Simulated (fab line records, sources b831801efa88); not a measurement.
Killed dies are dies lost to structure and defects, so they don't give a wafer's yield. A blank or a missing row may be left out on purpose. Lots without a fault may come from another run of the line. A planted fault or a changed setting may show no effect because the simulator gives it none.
Which tool did it? | flow gf180mcu | 14 lots, 42 wafers sampled, at 2 steps of a route of 602

WHAT THE GAUGES READ, wafer by wafer
GF_M5_CD_MEAS_07: target cd 280 nm. Usual: cd_nm 279.8 nm, standard deviation 1.2.
lot  | measured     | on        | cd_nm (nm)        | flag
L853 | day 26 07:28 | cd_sem-01 | 279.7 279.7 280.8 |
L854 | day 26 08:43 | cd_sem-01 | 279.2 280.9 279.6 |
L855 | day 26 14:55 | cd_sem-02 | 280.5 279.5 280.6 |
L856 | day 27 14:22 | cd_sem-01 | 279.2 280.3 280.2 |
L857 | day 27 16:56 | cd_sem-01 | 281.5 282.1 279.8 |
L859 | day 28 08:46 | cd_sem-01 | 281.5 282.0 281.0 |
L858 | day 28 11:47 | cd_sem-01 | 278.6 281.5 278.0 |
L860 | day 28 20:25 | cd_sem-02 | 277.9 278.9 279.6 |
L861 | day 28 19:13 | cd_sem-01 | 281.0 281.5 281.3 |
L862 | day 29 02:31 | cd_sem-01 | 280.0 279.8 281.0 |
L866 | day 30 08:53 | cd_sem-02 | 280.5 279.8 279.1 |
L867 | day 30 09:59 | cd_sem-02 | 281.2 281.3 280.9 |
L868 | day 30 19:29 | cd_sem-01 | 279.3 277.7 278.9 |
L876 | day 32 19:17 | cd_sem-01 | 278.9 279.3 280.1 |

WHICH TOOL RAN EACH LOT (tool, then ch and the chambers of the sampled wafers, then the start)
lot  | GF_HV_LDD_STRIP_22
L853 | plasma_asher-03 ch 0,1, day 10 19:17
L854 | plasma_asher-01 ch 0,1, day 11 00:29
L855 | plasma_asher-02 ch 0,1, day 11 08:20
L856 | plasma_asher-03 ch 0,1, day 11 19:41
L857 | plasma_asher-03 ch 0,1, day 12 03:56
L859 | plasma_asher-03 ch 0, day 12 20:40
L858 | plasma_asher-02 ch 0,1, day 12 20:58
L860 | plasma_asher-03 ch 0,1, day 13 07:05
L861 | plasma_asher-01 ch 0,1, day 13 08:03
L862 | plasma_asher-02 ch 0,1, day 13 17:17
L866 | plasma_asher-01 ch 0,1, day 15 00:43
L867 | plasma_asher-01 ch 0,1, day 15 03:02
L868 | plasma_asher-01 ch 0,1, day 15 14:02
L876 | plasma_asher-03 ch 0,1, day 18 03:58
- GF_HV_LDD_STRIP_22: strips in O2/N2.

WHAT THE TOOLS THEMSELVES READ (means of the sampled wafers that have a number; where no wafer has one, the mark that the record gives instead)
GF_HV_LDD_STRIP_22. Usual: drypump_motor_current_A 5.6 A, standard deviation 0.49; heater_power_w 358 W, standard deviation 22; n2_flow_sccm 300.0 sccm, standard deviation 0.8; oes_product_au 0.716 a.u., standard deviation 0.0042; strip_time_to_endpoint_s 12.64 s, standard deviation 0.032.
lot  | tool            | drypump_motor_current_A (A) | heater_power_w (W) | n2_flow_sccm (sccm) | oes_product_au (a.u.) | strip_time_to_endpoint_s (s) | flag
L853 | plasma_asher-03 | 5.6                         | 338                | 299.8               | 0.715                 | 12.61                        |
L854 | plasma_asher-01 | 5.2                         | 372                | 299.9               | 0.715                 | 12.63                        |
L855 | plasma_asher-02 | 6.1                         | 342                | 300.1               | 0.715                 | 12.65                        |
L856 | plasma_asher-03 | 5.8                         | 360                | 300.6               | 0.717                 | 12.68                        |
L857 | plasma_asher-03 | 5.6                         | 340                | 299.9               | 0.709                 | 12.62                        |
L859 | plasma_asher-03 | 5.4                         | 328                | 299.1               | 0.715                 | 12.61                        |
L858 | plasma_asher-02 | 6.1                         | 340                | 301.0               | 0.717                 | 12.63                        |
L860 | plasma_asher-03 | 5.9                         | 348                | 299.8               | 0.713                 | 12.67                        |
L861 | plasma_asher-01 | 5.2                         | 377                | 299.9               | 0.716                 | 12.61                        |
L862 | plasma_asher-02 | 6.1                         | 342                | 300.3               | 0.717                 | 12.65                        |
L866 | plasma_asher-01 | 5.2                         | 380                | 299.6               | 0.719                 | 12.61                        |
L867 | plasma_asher-01 | 5.1                         | 376                | 301.0               | 0.715                 | 12.62                        |
L868 | plasma_asher-01 | 5.5                         | 378                | 299.5               | 0.714                 | 12.64                        |
L876 | plasma_asher-03 | 5.8                         | 351                | 299.1               | 0.716                 | 12.67                        |

THE ANSWER, worked out from the rows above alone
Rule: a lot is off if the mean of its wafers that have a number lies more than 3 standard deviations from the usual mean. A lot without any number at a reading at which 4 lots or more have one is off too. The other lots that the step has rows for count as sound. The gauges are gone through in route order, then the tools' own readings, and for those a lot's mean is taken as printed above. The first step at which some lot is off is used, and at that step the reading that is off furthest; a lot without a number counts as furthest.
No lot is off at any reading shown: from this, nothing can be told.

WHAT THE SIMULATOR HAD PUT IN
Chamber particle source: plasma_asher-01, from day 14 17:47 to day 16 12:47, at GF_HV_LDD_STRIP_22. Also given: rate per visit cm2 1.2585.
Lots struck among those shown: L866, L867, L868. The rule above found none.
